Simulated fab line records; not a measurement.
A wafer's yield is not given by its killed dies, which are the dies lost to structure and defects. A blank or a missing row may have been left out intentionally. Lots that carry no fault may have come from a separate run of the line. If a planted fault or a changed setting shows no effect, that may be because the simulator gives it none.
Which tool did it? | flow gf180mcu | 33 wafers from 11 lots sampled at 7 of the route's 602 steps

WHAT THE GAUGES SHOWED, per wafer
GF_V3_THK_MEAS_03.
lot  | measured     | on            | V3_CVD_02_THK (nm)
L239 | day 21 07:20 | film-metro-03 | 858 861 856
L242 | day 22 06:28 | film-metro-03 | 853 872 871
L243 | day 22 17:19 | film-metro-04 | 846 854 864
L246 | day 24 03:17 | film-metro-03 | 858 879 874
L248 | day 24 14:47 | film-metro-03 | 871 874 862
L250 | day 25 18:33 | film-metro-03 | 842 836 850
L253 | day 26 13:14 | film-metro-04 | 862 850 848
L255 | day 27 01:39 | film-metro-02 | 825 834 863
L258 | day 27 18:31 | film-metro-04 | 864 860 865
L259 | day 28 00:59 | film-metro-03 | 845 858 867
L262 | day 28 18:10 | film-metro-04 | 844 855 869

GF_V4_RS_MEAS_24: measures by four-point-probe.
lot  | measured     | on            | V4_W_RS (ohm/sq)
L239 | day 24 09:18 | film-metro-01 | 0.329 0.322 0.327
L242 | day 25 06:59 | film-metro-01 | 0.330 0.329 0.325
L243 | day 25 17:31 | film-metro-04 | 0.326 0.322 0.327
L246 | day 26 23:04 | film-metro-04 | 0.322 0.329 0.325
L248 | day 27 09:20 | film-metro-03 | 0.329 0.327 0.322
L250 | day 28 11:49 | film-metro-01 | 0.330 0.333 0.329
L253 | day 29 04:25 | film-metro-03 | 0.326 0.332 0.327
L255 | day 29 15:41 | film-metro-04 | 0.327 0.320 0.318
L258 | day 30 08:13 | film-metro-01 | 0.330 0.321 0.329
L259 | day 30 13:51 | film-metro-01 | 0.385 0.386 0.377
L262 | day 31 07:14 | film-metro-01 | 0.324 0.330 0.325

GF_V4_THK_MEAS_25: measures by xrf.
lot  | measured     | on            | V4_W_THK (nm)
L239 | day 24 09:25 | film-metro-01 | 341 348 345
L242 | day 25 07:05 | film-metro-01 | 346 346 349
L243 | day 25 17:37 | film-metro-04 | 348 350 344
L246 | day 26 23:11 | film-metro-04 | 345 341 346
L248 | day 27 09:26 | film-metro-03 | 344 345 351
L250 | day 28 11:56 | film-metro-01 | 342 342 344
L253 | day 29 04:31 | film-metro-03 | 344 337 343
L255 | day 29 15:48 | film-metro-04 | 344 350 355
L258 | day 30 08:19 | film-metro-01 | 344 352 346
L259 | day 30 13:58 | film-metro-01 | 296 295 300
L262 | day 31 07:20 | film-metro-01 | 347 342 346

GF_M5_CD_MEAS_07 targets a cd of 280 nm.
lot  | measured     | on        | cd-nm (nm)
L239 | day 26 04:51 | cd-sem-02 | 279.5 279.7 280.7
L242 | day 27 01:11 | cd-sem-02 | 280.8 278.9 278.6
L243 | day 27 11:37 | cd-sem-01 | 279.4 281.3 280.6
L246 | day 28 15:37 | cd-sem-02 | 279.5 280.1 279.4
L248 | day 29 01:40 | cd-sem-01 | 280.7 280.6 280.1
L250 | day 30 02:36 | cd-sem-01 | 278.9 278.5 277.8
L253 | day 30 18:31 | cd-sem-01 | 279.0 280.0 279.2
L255 | day 31 05:36 | cd-sem-01 | 279.9 279.0 280.5
L258 | day 31 20:29 | cd-sem-01 | 279.3 280.6 279.6
L259 | day 32 02:00 | cd-sem-01 | 279.2 279.7 280.3
L262 | day 32 17:54 | cd-sem-02 | 280.6 279.2 279.2

EACH LOT AND THE TOOL THAT RAN IT (in order: tool; ch and the chambers of the sampled wafers; start)
lot  | GF_V4_CVD_23                  | GF_V4_CMP_26                  | GF_MIM_SPUTTER_01
L239 | cvd-w-01 ch 1, day 24 09:05   | cmp-01 ch 0,3, day 24 09:29   | pvd-sputter-04, day 24 09:53
L242 | cvd-w-01 ch 0,1, day 25 06:53 | cmp-02 ch 0,2,3, day 25 07:11 | pvd-sputter-01, day 25 07:32
L243 | cvd-w-02 ch 0,1, day 25 17:23 | cmp-02 ch 0,2, day 25 17:40   | pvd-sputter-04, day 25 18:04
L246 | cvd-w-02 ch 0,1, day 26 22:56 | cmp-02 ch 0,2,3, day 26 23:35 | pvd-sputter-02, day 26 23:53
L248 | cvd-w-02 ch 0,1, day 27 09:13 | cmp-01 ch 0,2,3, day 27 09:34 | pvd-sputter-04, day 27 09:52
L250 | cvd-w-02 ch 0,1, day 28 11:42 | cmp-02 ch 1,2, day 28 12:00   | pvd-sputter-01, day 28 12:24
L253 | cvd-w-01 ch 0,1, day 29 04:17 | cmp-01 ch 0,1,3, day 29 04:40 | pvd-sputter-01, day 29 04:58
L255 | cvd-w-02 ch 0,1, day 29 15:34 | cmp-01 ch 0,1,3, day 29 15:58 | pvd-sputter-01, day 29 16:16
L258 | cvd-w-02 ch 0,1, day 30 08:05 | cmp-02 ch 0,2,3, day 30 08:27 | pvd-sputter-02, day 30 08:45
L259 | cvd-w-01 ch 0,1, day 30 13:44 | cmp-02 ch 1,2,3, day 30 14:02 | pvd-sputter-04, day 30 14:26
L262 | cvd-w-02 ch 0,1, day 31 07:07 | cmp-01 ch 0,2,3, day 31 07:23 | pvd-sputter-04, day 31 07:47
- GF_V4_CVD_23: deposits W, target thk 350 nm, time 104.9 s.
- GF_V4_CMP_26: polishes, stops on SiO2, t overpolish 15 s, target thk 0 nm.
- GF_MIM_SPUTTER_01: material TiN, target thk 30 nm, time 25 s.

AS READ BY THE TOOLS THEMSELVES (means over the sampled wafers that have a number; for cases with no such wafer, the mark the record gives instead)
GF_V4_CVD_23.
lot  | tool     | chamber-pressure-Torr (Torr) | heater-power-w (W)
L239 | cvd-w-01 | 40.05                        | 854
L242 | cvd-w-01 | 40.09                        | 862
L243 | cvd-w-02 | 40.01                        | 825
L246 | cvd-w-02 | 40.03                        | 828
L248 | cvd-w-02 | 40.01                        | 804
L250 | cvd-w-02 | 39.97                        | 796
L253 | cvd-w-01 | 40.01                        | 861
L255 | cvd-w-02 | 39.99                        | 846
L258 | cvd-w-02 | 40.03                        | 808
L259 | cvd-w-01 | 29.40                        | 870
L262 | cvd-w-02 | 40.06                        | 837

GF_V4_CMP_26.
lot  | tool   | motor-current-A (A) | slurry-flow-ml-min | time-to-endpoint-s (s)
L239 | cmp-01 | 10.5                | 149.6              | 87
L242 | cmp-02 | 11.0                | 149.9              | 82
L243 | cmp-02 | 12.6                | 149.8              | 89
L246 | cmp-02 | 10.7                | 150.2              | 87
L248 | cmp-01 | 11.4                | 150.2              | 87
L250 | cmp-02 | 10.0                | 150.4              | 82
L253 | cmp-01 | 11.3                | 149.8              | 86
L255 | cmp-01 | 11.0                | 150.1              | 90
L258 | cmp-02 | 10.6                | 150.4              | 85
L259 | cmp-02 | 9.9                 | 149.9              | 72
L262 | cmp-01 | 11.4                | 150.0              | 89

GF_MIM_SPUTTER_01.
lot  | tool           | throttle-valve-pct (%)
L239 | pvd-sputter-04 | 29.9
L242 | pvd-sputter-01 | 29.2
L243 | pvd-sputter-04 | 30.1
L246 | pvd-sputter-02 | 30.4
L248 | pvd-sputter-04 | 29.6
L250 | pvd-sputter-01 | 28.9
L253 | pvd-sputter-01 | 31.4
L255 | pvd-sputter-01 | 29.6
L258 | pvd-sputter-02 | 29.2
L259 | pvd-sputter-04 | 29.9
L262 | pvd-sputter-04 | 30.1

THE ANSWER, worked out from the rows above alone
Rule: usual is defined by the lots themselves. The widest of any qualifying gaps counts: lots, ordered by their means at a reading, are off when they make up no more than a third of the lots, leave a main group of 4 or more, and stand apart from it by 3 or more times the standard deviation of that group's means. The tables above print the reading to a certain number of digits; a main group whose means all agree to those digits is not used. Also off: a lot with no number at a reading for which 4 or more lots have one. All remaining lots with rows at the step are treated as sound. Order of review: gauges by route order, followed by the tools' own readings, for which a lot's mean as printed above is used. The first step at which some lot is off is used, and at that step the reading that is off furthest; a lot without a number counts as furthest.
Off: L259, at GF_V4_RS_MEAS_24 (V4_W_RS). Mean 0.326 ohm/sq and standard deviation 0.0022 in the main group.
A tool fits if, at a process step before that reading, it ran every lot that is off, and no sound lot after the first of them. Not tried: the gauges at GF_V4_RS_MEAS_24; whatever is off there is also off at GF_V4_CVD_23, on other tools, and gauge error can't account for it. One candidate fits, namely cvd-w-01 at GF_V4_CVD_23. A fault onset in the window from L253 (day 29 04:17, its last sound lot) to L259 (day 30 13:44, its first lot off) fits.
On the lots that are off, the tool's own readings at GF_V4_CVD_23 differ by more than 5 times the standard deviation of the sound lots' means, which bears it out; chamber-pressure-Torr reads 29.40 Torr there versus 40.02 Torr on the sound lots.

WHAT THE SIMULATOR PUT IN
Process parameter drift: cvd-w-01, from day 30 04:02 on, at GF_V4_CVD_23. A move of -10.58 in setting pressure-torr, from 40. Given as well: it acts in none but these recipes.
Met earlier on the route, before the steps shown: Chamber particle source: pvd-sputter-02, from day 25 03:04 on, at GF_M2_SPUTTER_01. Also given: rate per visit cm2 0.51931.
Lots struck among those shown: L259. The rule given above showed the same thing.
